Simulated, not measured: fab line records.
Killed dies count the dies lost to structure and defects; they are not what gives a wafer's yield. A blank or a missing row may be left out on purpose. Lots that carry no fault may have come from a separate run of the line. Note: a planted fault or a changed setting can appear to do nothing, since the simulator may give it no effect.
fab line records ; flow sky130
record: lots: 12; wafers: 36; lastDay: 50
route steps=708 shown RES_PROTECT@215 LDD_P@263 LDD_HVN@269 LDD_HVP@285 PAD_OPEN@708
lots that met no fault: from a run of the same line without faults
startH: the number of hours between the record's first day and the start of the first shown wafer of the lot ; waitH: hours from the lot's prior step to this one ; " identical to the entry in the row above ; L1.1+2: a single row standing in for several wafers ; - no value, or no start was given ; * or withheld: withheld ; < > ~ a bound
route shown NAME@n: names a module that has steps shown in the file, with the first one's number in the route ; usual: average and standard deviation across the fault-free wafers ; same: alike in all rows ; chamber/n: place in a boat ; sites: readings site by site ; _std_site: the standard deviation of these ; _edge_site: the outer-site mean with the inner-site mean subtracted ; radiusMm: for every site, how far away it sits from the centre of the wafer ; mask NAME#n: copy n ; behind: the most recent tool/chamber to have shaped the wafer ; hold: the reason the lot was held/the length of the hold in hours/how it ended ; device: whichever transistor did not switch (one of n, p or np) ; end of line: tests of these same wafers at the route's end ; a step given without rows: its recipe and nothing more ; killed: dies lost to structure and defects at the first sort, not the wafer's yield ; map: the dies of a wafer, with x for killed, . for not killed, _ for no die there
set.NAME: setting as actually run; set.NAME@STEP: the setting as run at that earlier step ; model.NAME: the simulator's own value behind a step, which no gauge read
one table for each step of the route and one row for each wafer, over a sample of lots
services: from which hour (startH, from the record's first day; less than 0 if before it) a tool's chamber was out of use, for how many hours, and why
== steps ==
step: SKY_RES_PROTECT_TW_MEAS_08
usual: POLY_GATE_TW: 4026/21
lot.wafer;tool;chamber;startH;waitH;POLY_GATE_TW
L285.1;filmMetro-02;-;363.71;0.1;4047
L285.2;filmMetro-02;-;363.71;0.1;4046
L285.3;filmMetro-02;-;363.71;0.1;4045
L286.1;filmMetro-02;-;369.58;0.1;4019
L286.3;filmMetro-02;-;369.58;0.1;3995
L286.4;filmMetro-02;-;369.58;0.1;4023
L287.2;filmMetro-02;-;380.64;0.1;4029
L287.3;filmMetro-02;-;380.64;0.1;4027
L287.4;filmMetro-02;-;380.64;0.1;4025
L289.2;filmMetro-03;-;393.96;0.1;4047
L289.3;filmMetro-03;-;393.96;0.1;4015
L289.4;filmMetro-03;-;393.96;0.1;4040
L290.2;filmMetro-03;-;402.59;0.1;4015
L290.4;filmMetro-03;-;402.59;0.1;4003
L290.5;filmMetro-03;-;402.59;0.1;4027
L291.1;filmMetro-03;-;411.28;0.1;3998
L291.2;filmMetro-03;-;411.28;0.1;3995
L291.6;filmMetro-03;-;411.28;0.1;3995
L292.1;filmMetro-01;-;421.38;0.1;4022
L292.3;filmMetro-01;-;421.38;0.1;4026
L292.4;filmMetro-01;-;421.38;0.1;4028
L293.3;filmMetro-03;-;430.23;0.1;4023
L293.4;filmMetro-03;-;430.23;0.1;4008
L293.5;filmMetro-03;-;430.23;0.1;4004
L294.1;filmMetro-02;-;436.90;0.1;4080
L294.4;filmMetro-02;-;436.90;0.1;4066
L294.6;filmMetro-02;-;436.90;0.1;4085
L303.1;filmMetro-02;-;518.68;0.1;4051
L303.2;filmMetro-02;-;518.68;0.1;4055
L303.3;filmMetro-02;-;518.68;0.1;4035
L304.2;filmMetro-01;-;524.81;0.1;4036
L304.3;filmMetro-01;-;524.81;0.1;4017
L304.6;filmMetro-01;-;524.81;0.1;4042
L305.2;filmMetro-03;-;538.04;0.1;4021
L305.4;filmMetro-03;-;538.04;0.1;3998
L305.6;filmMetro-03;-;538.04;0.1;4014
step: SKY_LDD_P_OVL_MEAS_08
usual: LDD_P_OVL: -0.5/1.1
lot.wafer;tool;chamber;startH;waitH;LDD_P_OVL[nm]
L285.1;overlay-02;-;459.35;0.1;1.0
L285.2;overlay-02;-;459.35;0.1;0.3
L285.3;overlay-02;-;459.35;0.1;0.0
L286.1;overlay-02;-;482.10;0.1;-2.3
L286.3;overlay-02;-;482.10;0.1;-0.3
L286.4;overlay-02;-;482.10;0.1;-0.6
L287.2;overlay-01;-;482.86;0.1;0.7
L287.3;overlay-01;-;482.86;0.1;-2.7
L287.4;overlay-01;-;482.86;0.1;1.0
L289.2;overlay-02;-;493.04;0.1;0.2
L289.3;overlay-02;-;493.04;0.1;0.2
L289.4;overlay-02;-;493.04;0.1;-1.1
L290.2;overlay-02;-;501.85;0.1;0.1
L290.4;overlay-02;-;501.85;0.1;1.5
L290.5;overlay-02;-;501.85;0.1;-0.9
L291.1;overlay-01;-;508.60;0.1;-2.7
L291.2;overlay-01;-;508.60;0.1;-1.8
L291.6;overlay-01;-;508.60;0.1;-1.7
L292.1;overlay-02;-;516.95;0.1;-1.4
L292.3;overlay-02;-;516.95;0.1;-1.9
L292.4;overlay-02;-;516.95;0.1;-0.7
L293.3;overlay-01;-;525.21;0.1;1.0
L293.4;overlay-01;-;525.21;0.1;1.4
L293.5;overlay-01;-;525.21;0.1;-0.5
L294.1;overlay-02;-;534.13;0.1;0.6
L294.4;overlay-02;-;534.13;0.1;-1.1
L294.6;overlay-02;-;534.13;0.1;-0.4
L303.1;overlay-01;-;613.40;0.1;-0.1
L303.2;overlay-01;-;613.40;0.1;0.2
L303.3;overlay-01;-;613.40;0.1;-0.9
L304.2;overlay-02;-;617.69;0.1;1.4
L304.3;overlay-02;-;617.69;0.1;-0.4
L304.6;overlay-02;-;617.69;0.1;0.5
L305.2;overlay-01;-;630.80;0.1;1.8
L305.4;overlay-01;-;630.80;0.1;0.6
L305.6;overlay-01;-;630.80;0.1;1.2
step: SKY_LDD_HVN_COAT_02
recipe: resist: NOVOLAK; spinRpm: 3000; resistThkNm: 300
lot.wafer;tool;chamber;startH;waitH
L285.1+2+3;lithoTrack-03;0;474.71;0.1
L286.1+3+4;lithoTrack-02;0;496.38;0.1
L287.2+3+4;lithoTrack-02;0;497.00;0.1
L289.2+3+4;lithoTrack-03;0;508.69;0.1
L290.2+4+5;lithoTrack-02;0;517.50;0.1
L291.1+2+6;lithoTrack-02;0;523.13;0.1
L292.1+3+4;lithoTrack-02;0;531.68;0.1
L293.3+4+5;lithoTrack-03;0;540.86;0.1
L294.1+4+6;lithoTrack-02;0;549.63;0.1
L303.1+2+3;lithoTrack-02;0;628.13;0.1
L304.2+3+6;lithoTrack-03;0;632.34;0.1
L305.2+4+6;lithoTrack-02;0;645.15;0.1
step: SKY_LDD_HVN_STRIP_09
recipe: chemistry: O2/N2; powerW: 1400; pressureMtorr: 1500; platenTempC: withheld; o2FlowSccm: 3000; n2FlowSccm: 300; overashFraction: 0.5
usual: chamberPressureMTorr: 1500.1/1.5; drypumpMotorCurrentA: 5.52/0.21; o2FlowSccm: 3002/8.7; oesProductAu: 0.408/0.0044; stripTimeToEndpointS: 4.139/0.017
same: overashFraction: 0.5
lot.wafer;tool;chamber;startH;waitH;chamberPressureMTorr;drypumpMotorCurrentA;o2FlowSccm;oesProductAu;rfHoursCounterH;stripTimeToEndpointS
L285.1;plasmaAsher-02;0;490.12;0.1;1501.0;5.37;2990;0.404;68;4.136
L285.2;plasmaAsher-02;1;490.12;0.1;1501.1;5.72;3009;0.410;68;4.156
L285.3;plasmaAsher-02;1;490.12;0.1;1501.0;5.72;3000;0.410;-;4.160
L286.1;plasmaAsher-02;1;512.28;0.1;1497.9;5.71;3008;0.403;70;4.130
L286.3;plasmaAsher-02;1;512.28;0.1;1500.8;5.71;3009;0.408;-;4.153
L286.4;plasmaAsher-02;0;512.28;0.1;1502.5;5.37;3012;0.414;-;4.128
L287.2;plasmaAsher-01;0;512.65;0.1;1500.2;5.51;2998;0.405;80;4.137
L287.3;plasmaAsher-01;0;512.65;0.1;1498.9;5.56;2993;0.406;-;4.126
L287.4;plasmaAsher-01;1;512.65;0.1;1502.0;5.43;3005;0.412;-;4.108
L289.2;plasmaAsher-01;0;523.43;0.1;1501.2;5.55;2986;0.409;82;4.142
L289.3;plasmaAsher-01;1;523.43;0.1;1501.5;5.45;2997;0.405;-;4.121
L289.4;plasmaAsher-01;0;523.43;0.1;1503.2;5.53;2984;0.409;-;4.146
L290.2;plasmaAsher-03;1;532.68;0.1;1500.8;5.90;3017;0.407;10;4.137
L290.4;plasmaAsher-03;0;532.68;0.1;1500.5;5.21;3014;0.407;-;4.128
L290.5;plasmaAsher-03;1;532.68;0.1;1500.3;5.91;3001;0.414;-;4.141
L291.1;plasmaAsher-03;1;539.10;0.1;1498.8;5.92;3004;0.417;11;4.156
L291.2;plasmaAsher-03;0;539.10;0.1;1502.2;5.19;3010;0.405;11;4.137
L291.6;plasmaAsher-03;1;539.10;0.1;1499.1;5.92;3010;0.412;-;4.153
L292.1;plasmaAsher-01;1;547.23;0.1;1499.3;5.38;3011;0.347;84;2.504
L292.3;plasmaAsher-01;0;547.23;0.1;1500.5;5.54;3014;0.415;-;4.155
L292.4;plasmaAsher-01;1;547.23;0.1;1501.8;5.40;2990;0.406;-;4.136
L293.3;plasmaAsher-02;0;555.63;0.1;1500.7;5.34;3006;0.405;-;4.147
L293.4;plasmaAsher-02;1;555.63;0.1;1501.9;5.72;3010;0.405;-;4.160
L293.5;plasmaAsher-02;1;555.63;0.1;1498.4;5.69;2995;0.402;-;4.165
L294.1;plasmaAsher-02;0;564.08;0.1;1500.8;5.34;3001;0.341;76;2.513
L294.4;plasmaAsher-02;0;564.08;0.1;1501.2;5.34;3013;0.410;-;4.148
L294.6;plasmaAsher-02;1;564.08;0.1;1498.8;5.70;2988;0.336;-;2.506
L303.1;plasmaAsher-01;0;642.73;0.1;1499.3;5.47;3010;0.405;93;4.150
L303.2;plasmaAsher-01;1;642.73;0.1;1499.4;5.43;3013;0.406;93;4.153
L303.3;plasmaAsher-01;0;642.73;0.1;1500.7;5.52;2993;0.416;-;4.138
L304.2;plasmaAsher-01;0;647.11;0.1;1498.8;5.53;3016;0.411;94;4.148
L304.3;plasmaAsher-01;0;647.11;0.1;1497.4;5.54;3022;0.410;-;4.157
L304.6;plasmaAsher-01;1;647.11;0.1;1499.6;5.43;3007;0.401;-;4.164
L305.2;plasmaAsher-03;1;659.51;0.1;1499.8;5.90;3002;0.403;23;4.121
L305.4;plasmaAsher-03;1;659.51;0.1;1502.5;5.88;2998;0.408;-;4.134
L305.6;plasmaAsher-03;0;659.51;0.1;1500.6;5.22;3010;0.411;-;4.138
step: SKY_LDD_HVP_OVL_MEAS_07
usual: LDD_HVP_OVL: 0.8/1.2
lot.wafer;tool;chamber;startH;waitH;LDD_HVP_OVL[nm]
L285.1;overlay-01;-;520.46;0.1;-0.1
L285.2;overlay-01;-;520.46;0.1;0.6
L285.3;overlay-01;-;520.46;0.1;-0.4
L286.1;overlay-02;-;542.36;0.1;0.6
L286.3;overlay-02;-;542.36;0.1;1.3
L286.4;overlay-02;-;542.36;0.1;-0.2
L287.2;overlay-01;-;542.40;0.1;0.8
L287.3;overlay-01;-;542.40;0.1;-1.0
L287.4;overlay-01;-;542.40;0.1;0.2
L289.2;overlay-02;-;553.10;0.1;3.0
L289.3;overlay-02;-;553.10;0.1;2.9
L289.4;overlay-02;-;553.10;0.1;1.7
L290.2;overlay-02;-;562.38;0.1;1.1
L290.4;overlay-02;-;562.38;0.1;0.1
L290.5;overlay-02;-;562.38;0.1;1.4
L291.1;overlay-01;-;568.90;0.1;1.2
L291.2;overlay-01;-;568.90;0.1;0.6
L291.6;overlay-01;-;568.90;0.1;0.9
L292.1;overlay-02;-;576.46;0.1;0.8
L292.3;overlay-02;-;576.46;0.1;1.1
L292.4;overlay-02;-;576.46;0.1;2.2
L293.3;overlay-01;-;585.54;0.1;0.3
L293.4;overlay-01;-;585.54;0.1;-1.1
L293.5;overlay-01;-;585.54;0.1;1.1
L294.1;overlay-01;-;593.20;0.1;0.6
L294.4;overlay-01;-;593.20;0.1;0.4
L294.6;overlay-01;-;593.20;0.1;0.6
L303.1;overlay-01;-;671.53;0.1;-0.8
L303.2;overlay-01;-;671.53;0.1;0.8
L303.3;overlay-01;-;671.53;0.1;-0.7
L304.2;overlay-01;-;675.42;0.1;2.3
L304.3;overlay-01;-;675.42;0.1;2.1
L304.6;overlay-01;-;675.42;0.1;2.6
L305.2;overlay-01;-;687.33;0.1;-0.4
L305.4;overlay-01;-;687.33;0.1;1.4
L305.6;overlay-01;-;687.33;0.1;-0.1
step: SKY_LDD_HVP_TW_MEAS_10
usual: LDD_HVP_TW: 455.4/2.3
lot.wafer;tool;chamber;startH;waitH;LDD_HVP_TW
L285.1;filmMetro-01;-;520.81;0.1;453.9
L285.2;filmMetro-01;-;520.81;0.1;457.3
L285.3;filmMetro-01;-;520.81;0.1;455.8
L286.1;filmMetro-01;-;542.65;0.1;454.2
L286.3;filmMetro-01;-;542.65;0.1;454.2
L286.4;filmMetro-01;-;542.65;0.1;453.8
L287.2;filmMetro-02;-;542.69;0.1;455.5
L287.3;filmMetro-02;-;542.69;0.1;456.5
L287.4;filmMetro-02;-;542.69;0.1;458.9
L289.2;filmMetro-03;-;553.39;0.1;452.3
L289.3;filmMetro-03;-;553.39;0.1;453.7
L289.4;filmMetro-03;-;553.39;0.1;453.9
L290.2;filmMetro-01;-;562.67;0.1;458.2
L290.4;filmMetro-01;-;562.67;0.1;458.6
L290.5;filmMetro-01;-;562.67;0.1;459.7
L291.1;filmMetro-02;-;569.18;0.1;454.5
L291.2;filmMetro-02;-;569.18;0.1;457.9
L291.6;filmMetro-02;-;569.18;0.1;456.2
L292.1;filmMetro-02;-;576.75;0.1;460.8
L292.3;filmMetro-02;-;576.75;0.1;457.0
L292.4;filmMetro-02;-;576.75;0.1;456.7
L293.3;filmMetro-01;-;585.83;0.1;456.5
L293.4;filmMetro-01;-;585.83;0.1;455.7
L293.5;filmMetro-01;-;585.83;0.1;456.4
L294.1;filmMetro-02;-;593.48;0.1;462.2
L294.4;filmMetro-02;-;593.48;0.1;457.4
L294.6;filmMetro-02;-;593.48;0.1;464.0
L303.1;filmMetro-02;-;671.81;0.1;454.5
L303.2;filmMetro-02;-;671.81;0.1;453.9
L303.3;filmMetro-02;-;671.81;0.1;460.4
L304.2;filmMetro-02;-;675.71;0.1;457.8
L304.3;filmMetro-02;-;675.71;0.1;457.0
L304.6;filmMetro-02;-;675.71;0.1;458.2
L305.2;filmMetro-02;-;687.62;0.1;455.6
L305.4;filmMetro-02;-;687.62;0.1;455.8
L305.6;filmMetro-02;-;687.62;0.1;457.5
step: SKY_PAD_OPEN_PROBE_99
usual: killed_at_M0_to_M3: 45/6.6; killed_at_M4_up: 3.1/1.6; killedAtContacts: 24/5; killedAtFrontEnd: 14/4.4; killedAtOther: 0.3/0.58; killedDies: 87/9.2; killedOpen: 47/6.7; killedShort: 40/6.4
same: grossDies: 492; killedAtBackSide: 0
lot.wafer;tool;chamber;startH;waitH;killed_at_M0_to_M3;killed_at_M4_up;killedAtContacts;killedAtFrontEnd;killedAtOther;killedDies;killedOpen;killedShort
L290.2;prober-01;-;1121.68;0.1;46;3;15;13;0;77;41;36
L290.4;prober-01;-;1121.78;0.2;40;2;29;13;0;84;50;34
L290.5;prober-01;-;1121.83;0.2;40;3;20;14;0;77;38;39
L303.2;prober-02;-;1190.46;0.1;43;3;26;10;0;82;46;36
killed by level:class
L290.2 VIA1:geometricParticle:open=11 VIA1:geometricParticle:short=8 VIA3:geometricParticle:open=7 FIELD_ISO:geometricParticle:open=6 METAL1:geometricParticle:short=5 LOCAL_INTERCONNECT:geometricParticle:short=4 CONTACT:geometricParticle:open=4 VIA2:geometricParticle:open=4
L290.4 CONTACT:geometricParticle:open=13 VIA1:geometricParticle:open=13 VIA2:geometricParticle:open=8 LI_CONTACT:geometricParticle:open=7 LOCAL_INTERCONNECT:geometricParticle:short=5 METAL1:geometricParticle:short=5 METAL2:geometricParticle:short=4 CONTACT:geometricParticle:short=4
L290.5 CONTACT:geometricParticle:open=8 VIA1:geometricParticle:open=8 METAL2:geometricParticle:short=7 VIA1:geometricParticle:short=6 FIELD_ISO:geometricParticle:open=4 LOCAL_INTERCONNECT:geometricParticle:short=4 VIA3:geometricParticle:open=4 FIELD_ISO:geometricParticle:short=3
L303.2 CONTACT:geometricParticle:open=10 LI_CONTACT:geometricParticle:open=7 METAL2:geometricParticle:short=7 VIA2:geometricParticle:open=7 VIA3:geometricParticle:open=6 LOCAL_INTERCONNECT:geometricParticle:short=5 VIA1:geometricParticle:open=5 VIA2:geometricParticle:short=5
== services ==
tool;chamber;startH;hours;kind
plasmaAsher-01;-;563.99;1.2;repair
plasmaAsher-02;-;612.07;2.8;pm
== key ==
firstSign: step: SKY_LDD_HVN_STRIP_09; reading: stripTimeToEndpointS; direction: down; sigmas: 97; usual: *; struck: *
effect: step: SKY_LDD_HVN_STRIP_09; reading: oesProductAu; direction: down; sigmas: 15; usual: 0.408; struck: 0.341
effect: step: SKY_LDD_HVP_TW_MEAS_10; reading: LDD_HVP_TW; direction: up; sigmas: 3; usual: 455.4; struck: 462.3
metAt SKY_LDD_HVN_COAT_02
struckLots L292,L294
struckWafers L292.1,L294.1,L294.6
testerLeftOut L292,L294
notActingAt SKY_RES_PROTECT_TW_MEAS_08,SKY_LDD_P_OVL_MEAS_08,SKY_LDD_HVP_OVL_MEAS_07
onsetBetween 523.13 531.68
fault: kind: processParameterDrift; tool: lithoTrack-02; chamber: -; onsetH: 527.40; steps: SKY_LDD_HVN_COAT_02; channel: resistThkNm; offset: -122.6; shape: step; endH: 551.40; scope: struckWafersOnly; actsIn: theseRecipesOnly; stated: 300
testerLeftOut: of these lots the tester's yield and bins aren't shown, on N5 and GAA mostly nor the transistor test; their killed dies are dies lost to structure and defects alone, not to doping, threshold or leakage, so they don't give the yield
